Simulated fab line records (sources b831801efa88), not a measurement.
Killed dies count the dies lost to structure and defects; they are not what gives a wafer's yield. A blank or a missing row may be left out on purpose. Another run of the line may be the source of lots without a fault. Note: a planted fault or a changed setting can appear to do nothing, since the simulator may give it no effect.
fab line records | flow sky130
[record] lots = 6 wafers = 18 lastDay = 51
route steps=708 shown METAL5@680 PASSIVATION@681 PAD_OPEN@694
lots untouched by any fault: they come from a run of this same line in which no faults occurred
startH: hours from the record's first day to the start of the lot's first wafer shown | waitH: hours since the lot's step before | " repeats the value in the row above | L1.1+2: a single row standing in for several wafers | - value missing, or start not given | * or withheld: withheld | < > ~ a bound
route shown NAME@n: names a module that has steps shown in the file, with the first one's number in the route | usual: average and standard deviation across the fault-free wafers | same: alike in all rows | chamber/n: place in a boat | sites: each site's reading | _std_site: the values' standard deviation | _edge_site: mean of outer sites minus mean of inner sites | radiusMm: for every site, how far away it sits from the centre of the wafer | mask NAME#n: copy n | behind: the tool/chamber that last shaped the wafer | hold: what put the lot on hold/how long, in hours/how the hold closed | device: whichever transistor did not switch (one of n, p or np) | end of line: the tests these same wafers got at the end of their route | where a step has no rows: the recipe by itself | killed: count of dies lost to structure and defects at first sort (not the wafer's yield) | map: dies across one wafer; x = killed, . = not, _ = none there
set.NAME: the run value of the setting; set.NAME@STEP: its run value at that earlier step | model.NAME: the simulator's own value behind a step, which no gauge read
lots at some steps of the route; a table a step, a row a wafer
services: a tool's chamber out of use, with start hour (startH, from the record's first day; less than 0 if before it), hours out, and reason
[[steps]]
[step SKY_METAL5_CLEAN_19]
[recipe] chemistry = O3/DIW dry = n2Spin
[step SKY_PASSIVATION_CVD_00]
[recipe] material = SiO2 targetThkNm = 90 tempC = 400 timeS = withheld rfW = 600
[usual] heaterPowerW = 668/120
// columns lot.wafer tool chamber startH waitH heaterPowerW
L958.2 pecvd-04 0 1058.85 0.0 778
L958.3 " 2 " " 765
L958.6 " 0 " " 772
L961.4 pecvd-02 2 1072.39 0.0 479
L961.5 " 1 " " 612
L961.6 " 0 " " 544
L966.1 pecvd-03 0 1102.28 0.0 859
L966.3 " 1 " " 660
L966.5 " 2 " " 452
L967.1 pecvd-04 0 1108.26 0.0 727
L967.4 " 2 " " 803
L967.5 " 0 " " 718
L972.1 pecvd-04 2 1144.06 0.0 814
L972.2 " 0 " " 733
L972.4 " 1 " " 690
L976.2 pecvd-04 0 1175.59 0.0 805
L976.5 " 2 " " 748
L976.6 " 1 " " 759
[step SKY_PASSIVATION_THK_MEAS_01]
[recipe] reads = SiO2_of_PASSIVATION_CVD_00
[usual] PASSIVATION_CVD_00_THK = 89.5/1.2
// columns lot.wafer tool chamber startH waitH PASSIVATION_CVD_00_THK[nm]
L958.2 filmMetro-02 - 1058.88 - 88.2
L958.3 " - " " 87.3
L958.6 " - " " 89.7
L961.4 filmMetro-03 - 1072.43 - 90.9
L961.5 " - " " 90.7
L961.6 " - " " 89.4
L966.1 filmMetro-03 - 1102.30 - 87.3
L966.3 " - " " 88.9
L966.5 " - " " 88.8
L967.1 filmMetro-04 - 1108.29 - 89.0
L967.4 " - " " 90.1
L967.5 " - " " 90.1
L972.1 filmMetro-04 - 1144.08 - 88.5
L972.2 " - " " 88.9
L972.4 " - " " 90.7
L976.2 filmMetro-02 - 1175.62 - 88.4
L976.5 " - " " 89.8
L976.6 " - " " 90.9
[step SKY_PASSIVATION_CVD_02]
[recipe] material = Si3N4 targetThkNm = 540 tempC = 400 timeS = withheld rfW = 450
[usual] heaterPowerW = 677/120
// columns lot.wafer tool chamber startH waitH heaterPowerW
L958.2 pecvd-03 2 1058.93 0.0 497
L958.3 " 0 " " 909
L958.6 " 1 " " 615
L961.4 pecvd-04 1 1072.57 0.1 845
L961.5 " 2 " " 844
L961.6 " 0 " " 865
L966.1 pecvd-04 2 1102.36 0.1 951
L966.3 " 1 " " 725
L966.5 " 0 " " 820
L967.1 pecvd-02 1 1108.35 0.1 587
L967.4 " 0 " " 595
L967.5 " 2 " " 473
L972.1 pecvd-03 1 1144.14 0.1 698
L972.2 " 2 " " 456
L972.4 " 0 " " 816
L976.2 pecvd-02 1 1175.67 0.0 633
L976.5 " 0 " " 541
L976.6 " 1 " " 649
[step SKY_PASSIVATION_THK_MEAS_03]
[recipe] reads = Si3N4_of_PASSIVATION_CVD_02
[usual] PASSIVATION_CVD_02_THK = 539/8.1
// columns lot.wafer tool chamber startH waitH PASSIVATION_CVD_02_THK[nm]
L958.2 filmMetro-04 - 1059.16 - 532
L958.3 " - " " 528
L958.6 " - " " 535
L961.4 filmMetro-02 - 1072.72 - 540
L961.5 " - " " 538
L961.6 " - " " 544
L966.1 filmMetro-04 - 1102.58 - 528
L966.3 " - " " 519
L966.5 " - " " 527
L967.1 filmMetro-03 - 1108.57 - 554
L967.4 " - " " 547
L967.5 " - " " 545
L972.1 filmMetro-02 - 1144.37 - 530
L972.2 " - " " 531
L972.4 " - " " 541
L976.2 filmMetro-02 - 1175.91 - 545
L976.5 " - " " 547
L976.6 " - " " 548
[step SKY_PASSIVATION_DEHYDRATE_04]
[recipe] tempC = 200 timeS = 60
[step SKY_PASSIVATION_HMDS_05]
[recipe] primeTimeS = 60 primeTempC = 120
[step SKY_PASSIVATION_COAT_06]
[recipe] spinRpm = 2000 resistThkNm = 3000
[step SKY_PASSIVATION_SOFTBAKE_07]
[recipe] tempC = 110 timeS = withheld
[step SKY_PASSIVATION_EXPOSE_08]
[recipe] maskId = NSM targetCdNm = 3000 na = 0.57 doseMj = 260
[step SKY_PASSIVATION_PEB_09]
[recipe] tempC = 115 timeS = withheld
[step SKY_PASSIVATION_DEVELOP_10]
[recipe] developTimeS = 60 devTempC = 23
[step SKY_PASSIVATION_ETCH_11]
[recipe] chemistry = CF4/O2 targetDepthNm = 725 stopOn = AlCu sourceW = 800 biasW = 150 pressureMtorr = 150 cf4FlowSccm = 80 O2_flow_sccm = 10 timeS = 161.1
[usual] O2_flow_sccm = 10.002/0.03 drypumpMotorCurrentA = 5.5/0.39 oesProductAu = 0.976/0.0074 runLengthS = 189.5/0.4 throttleValvePct = 5.964/0.0092
// columns lot.wafer tool chamber startH waitH O2_flow_sccm drypumpMotorCurrentA oesProductAu rfHoursCounterH runLengthS throttleValvePct model.coat_of_PASSIVATION_COAT_06.thkNm
L958.2 rieDiel-02 2 1081.15 - 9.979 4.9 0.974 22 189.2 5.953 2519
L958.3 " 1 " " 9.980 5.5 0.967 20 189.9 5.963 2511
L958.6 " 3 " " 10.027 5.8 0.969 - 189.4 5.961 2508
L961.4 rieDiel-02 0 1095.48 - 10.007 5.2 0.984 - 190.1 5.961 2522
L961.5 " 1 " " 10.022 5.5 0.972 - 189.6 5.952 2540
L961.6 " 2 " " 9.995 4.9 0.970 - 189.2 5.958 2527
L966.1 rieDiel-02 1 1123.83 - 10.022 5.5 0.864 22 223.9 5.930 2421
L966.3 " 2 " " 10.021 4.9 0.867 24 223.4 5.933 2417
L966.5 " 3 " " 10.024 5.8 0.863 - 223.7 5.932 2399
L967.1 rieDiel-02 3 1128.90 - 9.990 5.8 0.888 3 223.6 5.940 2394
L967.4 " 1 " " 10.014 5.5 0.879 22 224.4 5.944 2412
L967.5 " 0 " " 9.978 5.3 0.879 - 223.8 5.945 2400
L972.1 rieDiel-01 2 1163.11 - 9.980 6.5 0.971 11 189.6 5.967 2522
L972.2 " 1 " " 10.017 5.1 0.965 23 189.5 5.981 2523
L972.4 " 3 " " 9.971 5.5 0.980 11 190.3 5.964 2513
L976.2 rieDiel-04 3 1193.13 - 10.020 6.3 0.985 19 188.7 5.963 2502
L976.5 " 2 " " 10.038 5.7 0.981 - 189.2 5.960 2517
L976.6 " 1 " " 10.006 5.3 0.982 - 188.9 5.971 2510
[step SKY_PASSIVATION_STRIP_12]
[recipe] chemistry = O2/N2 powerW = 1400 pressureMtorr = 1500 platenTempC = withheld overashFraction = 0.7 o2FlowSccm = 3000 n2FlowSccm = 300
[usual] drypumpMotorCurrentA = 5.9/0.49 oesProductAu = 0.661/0.0047 stripTimeToEndpointS = 31.48/0.13
// columns lot.wafer tool chamber startH waitH drypumpMotorCurrentA oesProductAu rfHoursCounterH stripTimeToEndpointS
L958.2 plasmaAsher-04 1 1081.25 0.1 5.6 0.658 34 31.54
L958.3 " 1 " " 5.6 0.664 - 31.45
L958.6 " 1 " " 5.6 0.662 - 31.41
L961.4 plasmaAsher-01 1 1095.57 0.0 6.5 0.666 - 31.59
L961.5 " 0 " " 6.4 0.661 - 31.79
L961.6 " 1 " " 6.5 0.659 - 31.66
L966.1 plasmaAsher-01 1 1123.93 0.1 6.5 0.653 105 30.42
L966.3 " 0 " " 6.4 0.664 - 30.38
L966.5 " 1 " " 6.5 0.665 - 30.15
L967.1 plasmaAsher-04 0 1129.00 0.1 5.5 0.666 39 30.09
L967.4 " 1 " " 5.6 0.654 - 30.32
L967.5 " 0 " " 5.5 0.661 - 30.19
L972.1 plasmaAsher-01 0 1163.22 0.1 6.4 0.664 108 31.59
L972.2 " 1 " " 6.5 0.662 108 31.60
L972.4 " 1 " " 6.5 0.657 - 31.49
L976.2 plasmaAsher-01 1 1193.23 0.1 6.5 0.659 111 31.36
L976.5 " 1 " " 6.5 0.667 - 31.53
L976.6 " 0 " " 6.4 0.663 - 31.44
[step SKY_PAD_OPEN_DEHYDRATE_00]
[recipe] tempC = 200 timeS = 60
[step SKY_PAD_OPEN_PROBE_99]
[usual] defectLimitedYield = 82.4/1.8 killed_at_M0_to_M3 = 43/6.6 killed_at_M4_up = 3.1/1.9 killedAtContacts = 24/5.2 killedAtFrontEnd = 16/4.5 killedAtOther = 0.4/0.62 killedDies = 87/9 killedOpen = 48/7 killedShort = 39/6.2 sort_bin_3_pad_short = 0.9/0.44 sort_bin_5_function = 10.3/1.3 sort_bin_6_memory = 6.5/1.1 sortNPass = 405/9 sortYieldPct = 82.4/1.8
[same] grossDies = 492 killedAtBackSide = 0 sort_bin_4_leakage[%] = 0 sort_bin_8_speed[%] = 0
// columns lot.wafer tool chamber startH waitH defectLimitedYield[%] killed_at_M0_to_M3 killed_at_M4_up killedAtContacts killedAtFrontEnd killedAtOther killedDies killedOpen killedShort sort_bin_3_pad_short[%] sort_bin_5_function[%] sort_bin_6_memory[%] sortNPass sortYieldPct[%]
L958.2 prober-01 - 1104.84 0.1 82.3 46 1 20 20 0 87 53 33 1.4 9.3 6.9 405 82.3
L958.3 prober-01 - 1104.89 0.2 83.7 32 5 27 15 1 80 48 32 1.0 10.2 5.1 412 83.7
L958.6 prober-01 - 1105.04 0.2 83.7 52 2 20 6 0 80 47 33 0.4 9.8 6.1 412 83.7
L966.1 prober-02 - 1146.52 0.1 81.7 49 2 22 16 1 90 42 47 0.8 12.0 5.5 402 81.7
L966.3 prober-02 - 1146.62 0.2 79.7 52 3 28 16 1 100 52 48 1.4 10.8 8.1 392 79.7
L966.5 prober-02 - 1146.72 0.2 83.5 41 2 19 19 0 81 44 37 0.6 9.8 6.1 411 83.5
L967.1 prober-01 - 1150.65 0.1 80.9 43 2 25 24 0 94 53 41 0.8 11.0 7.3 398 80.9
L967.4 prober-01 - 1150.80 0.2 82.5 47 7 19 13 0 86 45 41 1.4 11.4 4.7 406 82.5
L967.5 prober-01 - 1150.85 0.2 81.9 36 4 31 18 0 89 57 32 1.0 9.6 7.5 403 81.9
// killed by level:class
L958.2 VIA1:geometricParticle:open=12 CONTACT:geometricParticle:open=11 VIA3:geometricParticle:open=9 FIELD_ISO:geometricParticle:short=6 VIA1:geometricParticle:short=6 FIELD_ISO:geometricParticle:open=5 LI_CONTACT:geometricParticle:open=5 METAL3:geometricParticle:short=5
L958.3 CONTACT:geometricParticle:open=11 METAL1:geometricParticle:short=8 LI_CONTACT:geometricParticle:open=7 VIA1:geometricParticle:open=7 VIA3:geometricParticle:open=6 FIELD_ISO:geometricParticle:short=5 FIELD_ISO:geometricParticle:open=4 SPACER:geometricParticle:open=3
L958.6 VIA1:geometricParticle:open=16 VIA3:geometricParticle:open=11 METAL2:geometricParticle:short=6 CONTACT:geometricParticle:short=6 CONTACT:geometricParticle:open=6 VIA1:geometricParticle:short=5 LI_CONTACT:geometricParticle:open=4 VIA3:geometricParticle:short=4
L966.1 VIA2:geometricParticle:open=11 CONTACT:geometricParticle:open=10 VIA1:geometricParticle:short=8 VIA1:geometricParticle:open=7 FIELD_ISO:geometricParticle:short=6 VIA2:geometricParticle:short=5 CONTACT:geometricParticle:short=5 POLY_GATE:geometricParticle:short=5
L966.3 VIA3:geometricParticle:open=11 CONTACT:geometricParticle:open=10 LI_CONTACT:geometricParticle:open=9 VIA1:geometricParticle:short=8 METAL2:geometricParticle:short=8 VIA2:geometricParticle:open=7 VIA1:geometricParticle:open=6 FIELD_ISO:geometricParticle:short=5
L966.5 CONTACT:geometricParticle:open=11 VIA3:geometricParticle:open=10 VIA1:geometricParticle:short=9 POLY_GATE:geometricParticle:short=7 VIA2:geometricParticle:open=7 FIELD_ISO:geometricParticle:short=6 VIA1:geometricParticle:open=6 METAL3:geometricParticle:short=4
L967.1 CONTACT:geometricParticle:open=12 VIA1:geometricParticle:open=10 POLY_GATE:geometricParticle:open=9 CONTACT:geometricParticle:short=6 VIA2:geometricParticle:open=6 VIA2:geometricParticle:short=5 VIA3:geometricParticle:open=5 METAL2:geometricParticle:short=5
L967.4 VIA1:geometricParticle:open=12 CONTACT:geometricParticle:open=8 VIA1:geometricParticle:short=6 LI_CONTACT:geometricParticle:open=5 VIA3:geometricParticle:open=5 VIA3:geometricParticle:short=5 FIELD_ISO:geometricParticle:short=4 METAL4:geometricParticle:short=4
L967.5 CONTACT:geometricParticle:open=13 VIA2:geometricParticle:open=12 LI_CONTACT:geometricParticle:open=8 FIELD_ISO:geometricParticle:open=6 VIA3:geometricParticle:open=5 METAL1:geometricParticle:short=5 POLY_GATE:geometricParticle:open=4 CONTACT:geometricParticle:short=4
[[services]]
// columns tool chamber startH hours kind
pecvd-03 0 1035.43 2.1 scheduledDown
rieDiel-04 2 1038.60 8.5 repair
rieDiel-01 0 1044.58 5.7 repair
rieDiel-04 2 1058.72 13.5 repair
rieDiel-04 3 1064.12 3.3 repair
pecvd-03 2 1072.45 4.1 repair
pecvd-02 2 1084.60 2.1 scheduledDown
rieDiel-02 3 1089.13 14.8 repair
pecvd-03 - 1089.99 6.0 pm
pecvd-04 2 1090.08 2.1 scheduledDown
rieDiel-01 - 1093.38 2.8 pm
rieDiel-04 3 1097.11 21.6 repair
rieDiel-04 - 1103.98 0.4 repair
pecvd-02 0 1110.44 5.5 scheduledDown
pecvd-04 0 1112.04 5.5 scheduledDown
rieDiel-02 0 1117.77 1.5 repair
pecvd-03 2 1130.11 5.5 scheduledDown
plasmaAsher-01 - 1159.29 2.1 repair
pecvd-02 0 1180.62 - clean
pecvd-02 0 1180.62 - consumableReplace:showerhead
pecvd-02 0 1180.62 29.0 scheduledDown
pecvd-02 0 1180.62 29.0 ventCycle
[[key]]
[firstSign] step = SKY_PASSIVATION_ETCH_11 reading = runLengthS direction = up sigmas = 85 usual = * struck = *
[effect] step = SKY_PASSIVATION_ETCH_11 reading = oesProductAu direction = down sigmas = 14 usual = 0.976 struck = 0.873
[effect] step = SKY_PASSIVATION_STRIP_12 reading = stripTimeToEndpointS direction = down sigmas = 9.4 usual = * struck = *
[modelEffect] step = SKY_PASSIVATION_ETCH_11 value = coat_of_PASSIVATION_COAT_06.thkNm without = 2509 struck = 2407
metAt SKY_PASSIVATION_ETCH_11
struckWafers L966.1,L966.3,L966.5,L967.1,L967.4,L967.5
onsetBetween 1095.48 1123.83
[fault] kind = processParameterDrift tool = rieDiel-02 chamber = - onsetH = 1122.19 steps = SKY_PASSIVATION_ETCH_11 channel = timeS offset = * shape = step endH = 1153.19 actsIn = * stated = *
